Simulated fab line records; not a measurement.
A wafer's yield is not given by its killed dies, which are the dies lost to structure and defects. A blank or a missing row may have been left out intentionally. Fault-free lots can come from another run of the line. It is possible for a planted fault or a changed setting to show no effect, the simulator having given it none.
Tool commonality check || flow sky130 || Lots sampled 12, wafers sampled 36

WHY THIS WAS OPENED
2 of 12 lots carry a flag on the reading VT_ADJUST_NCORE_TW at SKY_VT_ADJUST_NCORE_TW_MEAS_11. Fault-free wafers read 219.6, with a standard deviation of 1.2.
Rule: a lot is flagged when every wafer of it that has a number lies more than 4 standard deviations from that mean, or none has a number. All remaining lots are regarded as sound.

{"lot": "L375", "measured": "day 8 10:12", "on": "film metro-03", "VT_ADJUST_NCORE_TW, wafer by wafer": "219.9 219.7 219.1", "flag": ""}
{"lot": "L376", "measured": "day 8 20:41", "on": "film metro-03", "VT_ADJUST_NCORE_TW, wafer by wafer": "219.8 219.9 221.6", "flag": ""}
{"lot": "L379", "measured": "day 9 17:56", "on": "film metro-04", "VT_ADJUST_NCORE_TW, wafer by wafer": "216.3 217.0 217.3", "flag": ""}
{"lot": "L381", "measured": "day 10 08:58", "on": "film metro-01", "VT_ADJUST_NCORE_TW, wafer by wafer": "220.4 219.8 218.9", "flag": ""}
{"lot": "L384", "measured": "day 11 06:59", "on": "film metro-03", "VT_ADJUST_NCORE_TW, wafer by wafer": "229.3 229.0 231.0", "flag": "FLAGGED"}
{"lot": "L385", "measured": "day 11 12:32", "on": "film metro-01", "VT_ADJUST_NCORE_TW, wafer by wafer": "231.2 230.8 230.5", "flag": "FLAGGED"}
{"lot": "L387", "measured": "day 12 08:38", "on": "film metro-04", "VT_ADJUST_NCORE_TW, wafer by wafer": "218.8 218.5 219.5", "flag": ""}
{"lot": "L394", "measured": "day 14 16:02", "on": "film metro-04", "VT_ADJUST_NCORE_TW, wafer by wafer": "220.7 219.2 218.4", "flag": ""}
{"lot": "L395", "measured": "day 14 23:17", "on": "film metro-04", "VT_ADJUST_NCORE_TW, wafer by wafer": "219.2 219.0 219.8", "flag": ""}
{"lot": "L396", "measured": "day 15 01:38", "on": "film metro-01", "VT_ADJUST_NCORE_TW, wafer by wafer": "221.3 222.6 221.4", "flag": ""}
{"lot": "L398", "measured": "day 15 07:14", "on": "film metro-03", "VT_ADJUST_NCORE_TW, wafer by wafer": "219.2 218.3 218.7", "flag": ""}
{"lot": "L397", "measured": "day 15 07:19", "on": "film metro-04", "VT_ADJUST_NCORE_TW, wafer by wafer": "218.3 219.0 220.4", "flag": ""}
The numbers of the flagged lots are 230.3 on average: +10.7 against the usual, or +9 standard deviations.

TOOL THAT RAN EACH LOT
The record holds 3 process steps before the reading, out of a route of 708 steps. Each cell gives the tool, then ch followed by the chambers the sampled wafers passed through, then the start.
{"lot": "L375", "flag": "", "SKY_VT_ADJUST_HVTP_STRIP_10": "plasma asher-03 ch 0,1, day 5 23:39", "SKY_VT_ADJUST_LVTN_STRIP_20": "plasma asher-03 ch 0,1, day 7 13:32", "SKY_VT_ADJUST_NCORE_IMPLANT_09": "implanter-01 ch 0, day 8 09:58"}
{"lot": "L376", "flag": "", "SKY_VT_ADJUST_HVTP_STRIP_10": "plasma asher-02 ch 0,1, day 6 08:05", "SKY_VT_ADJUST_LVTN_STRIP_20": "plasma asher-03 ch 0,1, day 7 22:53", "SKY_VT_ADJUST_NCORE_IMPLANT_09": "implanter-04 ch 0, day 8 20:27"}
{"lot": "L379", "flag": "", "SKY_VT_ADJUST_HVTP_STRIP_10": "plasma asher-03 ch 0,1, day 7 01:47", "SKY_VT_ADJUST_LVTN_STRIP_20": "plasma asher-04 ch 0,1, day 8 19:38", "SKY_VT_ADJUST_NCORE_IMPLANT_09": "implanter-02 ch 0, day 9 17:41"}
{"lot": "L381", "flag": "", "SKY_VT_ADJUST_HVTP_STRIP_10": "plasma asher-04 ch 0,1, day 7 15:16", "SKY_VT_ADJUST_LVTN_STRIP_20": "plasma asher-01 ch 0,1, day 9 10:04", "SKY_VT_ADJUST_NCORE_IMPLANT_09": "implanter-02 ch 0, day 10 08:44"}
{"lot": "L384", "flag": "FLAGGED", "SKY_VT_ADJUST_HVTP_STRIP_10": "plasma asher-03 ch 0,1, day 8 11:15", "SKY_VT_ADJUST_LVTN_STRIP_20": "plasma asher-01 ch 0, day 10 07:31", "SKY_VT_ADJUST_NCORE_IMPLANT_09": "implanter-02 ch 0, day 11 06:45"}
{"lot": "L385", "flag": "FLAGGED", "SKY_VT_ADJUST_HVTP_STRIP_10": "plasma asher-04 ch 0,1, day 8 16:09", "SKY_VT_ADJUST_LVTN_STRIP_20": "plasma asher-03 ch 0,1, day 10 12:43", "SKY_VT_ADJUST_NCORE_IMPLANT_09": "implanter-02 ch 0, day 11 12:17"}
{"lot": "L387", "flag": "", "SKY_VT_ADJUST_HVTP_STRIP_10": "plasma asher-04 ch 0,1, day 9 09:47", "SKY_VT_ADJUST_LVTN_STRIP_20": "plasma asher-04 ch 0,1, day 11 08:34", "SKY_VT_ADJUST_NCORE_IMPLANT_09": "implanter-04 ch 0, day 12 08:23"}
{"lot": "L394", "flag": "", "SKY_VT_ADJUST_HVTP_STRIP_10": "plasma asher-02 ch 0,1, day 11 11:27", "SKY_VT_ADJUST_LVTN_STRIP_20": "plasma asher-04 ch 0,1, day 13 12:59", "SKY_VT_ADJUST_NCORE_IMPLANT_09": "implanter-01 ch 0, day 14 15:47"}
{"lot": "L395", "flag": "", "SKY_VT_ADJUST_HVTP_STRIP_10": "plasma asher-03 ch 0,1, day 11 17:34", "SKY_VT_ADJUST_LVTN_STRIP_20": "plasma asher-04 ch 0,1, day 13 20:34", "SKY_VT_ADJUST_NCORE_IMPLANT_09": "implanter-04 ch 0, day 14 23:04"}
{"lot": "L396", "flag": "", "SKY_VT_ADJUST_HVTP_STRIP_10": "plasma asher-04 ch 0,1, day 11 22:05", "SKY_VT_ADJUST_LVTN_STRIP_20": "plasma asher-03 ch 0,1, day 13 23:10", "SKY_VT_ADJUST_NCORE_IMPLANT_09": "implanter-04 ch 0, day 15 01:23"}
{"lot": "L398", "flag": "", "SKY_VT_ADJUST_HVTP_STRIP_10": "plasma asher-03 ch 1, day 12 01:47", "SKY_VT_ADJUST_LVTN_STRIP_20": "plasma asher-01 ch 0,1, day 14 04:37", "SKY_VT_ADJUST_NCORE_IMPLANT_09": "implanter-04 ch 0, day 15 06:59"}
{"lot": "L397", "flag": "", "SKY_VT_ADJUST_HVTP_STRIP_10": "plasma asher-02 ch 0,1, day 12 02:18", "SKY_VT_ADJUST_LVTN_STRIP_20": "plasma asher-03 ch 0,1, day 14 04:46", "SKY_VT_ADJUST_NCORE_IMPLANT_09": "implanter-02 ch 0, day 15 07:04"}
What the steps here do:
- SKY_VT_ADJUST_HVTP_STRIP_10: strips in O2/N2.
- SKY_VT_ADJUST_LVTN_STRIP_20: strips in O2/N2.
- SKY_VT_ADJUST_NCORE_IMPLANT_09
- SKY_VT_ADJUST_NCORE_TW_MEAS_11

FLAGGED OVER TOTAL, TOOL BY TOOL (the gauges that took the reading come last)
{"step": "SKY_VT_ADJUST_HVTP_STRIP_10", "tool": "plasma asher-02", "lots run": 3, "flagged": 0, "share of the flagged lots": "none", "sound lots run after its first flagged lot": "-"}
{"step": "SKY_VT_ADJUST_HVTP_STRIP_10", "tool": "plasma asher-03", "lots run": 5, "flagged": 1, "share of the flagged lots": "some", "sound lots run after its first flagged lot": "2 (L395,L398)"}
{"step": "SKY_VT_ADJUST_HVTP_STRIP_10", "tool": "plasma asher-04", "lots run": 4, "flagged": 1, "share of the flagged lots": "some", "sound lots run after its first flagged lot": "2 (L387,L396)"}
{"step": "SKY_VT_ADJUST_LVTN_STRIP_20", "tool": "plasma asher-01", "lots run": 3, "flagged": 1, "share of the flagged lots": "some", "sound lots run after its first flagged lot": "1 (L398)"}
{"step": "SKY_VT_ADJUST_LVTN_STRIP_20", "tool": "plasma asher-03", "lots run": 5, "flagged": 1, "share of the flagged lots": "some", "sound lots run after its first flagged lot": "2 (L396,L397)"}
{"step": "SKY_VT_ADJUST_LVTN_STRIP_20", "tool": "plasma asher-04", "lots run": 4, "flagged": 0, "share of the flagged lots": "none", "sound lots run after its first flagged lot": "-"}
{"step": "SKY_VT_ADJUST_NCORE_IMPLANT_09", "tool": "implanter-01", "lots run": 2, "flagged": 0, "share of the flagged lots": "none", "sound lots run after its first flagged lot": "-"}
{"step": "SKY_VT_ADJUST_NCORE_IMPLANT_09", "tool": "implanter-02", "lots run": 5, "flagged": 2, "share of the flagged lots": "all", "sound lots run after its first flagged lot": "1 (L397)"}
{"step": "SKY_VT_ADJUST_NCORE_IMPLANT_09", "tool": "implanter-04", "lots run": 5, "flagged": 0, "share of the flagged lots": "none", "sound lots run after its first flagged lot": "-"}
{"step": "SKY_VT_ADJUST_NCORE_TW_MEAS_11", "tool": "film metro-01", "lots run": 3, "flagged": 1, "share of the flagged lots": "some", "sound lots run after its first flagged lot": "1 (L396)"}
{"step": "SKY_VT_ADJUST_NCORE_TW_MEAS_11", "tool": "film metro-03", "lots run": 4, "flagged": 1, "share of the flagged lots": "some", "sound lots run after its first flagged lot": "1 (L398)"}
{"step": "SKY_VT_ADJUST_NCORE_TW_MEAS_11", "tool": "film metro-04", "lots run": 5, "flagged": 0, "share of the flagged lots": "none", "sound lots run after its first flagged lot": "-"}

WHAT IS ALLOWED BY THE TABLE
In the table, 1 row covers all flagged lots: implanter-02 at SKY_VT_ADJUST_NCORE_IMPLANT_09.
- implanter-02 at SKY_VT_ADJUST_NCORE_IMPLANT_09: 2 of its 5 lots flagged. After the first flagged lot (L397), sound lots still ran on it; a lasting fault on the whole tool would not permit that. Its own readings (beam energy keV) fall more than 4 standard deviations out on all wafers of the flagged lots.
None of the table's rows ran every flagged lot and, after the first, no sound lot.

WHAT HAD BEEN PUT IN BY THE SIMULATOR
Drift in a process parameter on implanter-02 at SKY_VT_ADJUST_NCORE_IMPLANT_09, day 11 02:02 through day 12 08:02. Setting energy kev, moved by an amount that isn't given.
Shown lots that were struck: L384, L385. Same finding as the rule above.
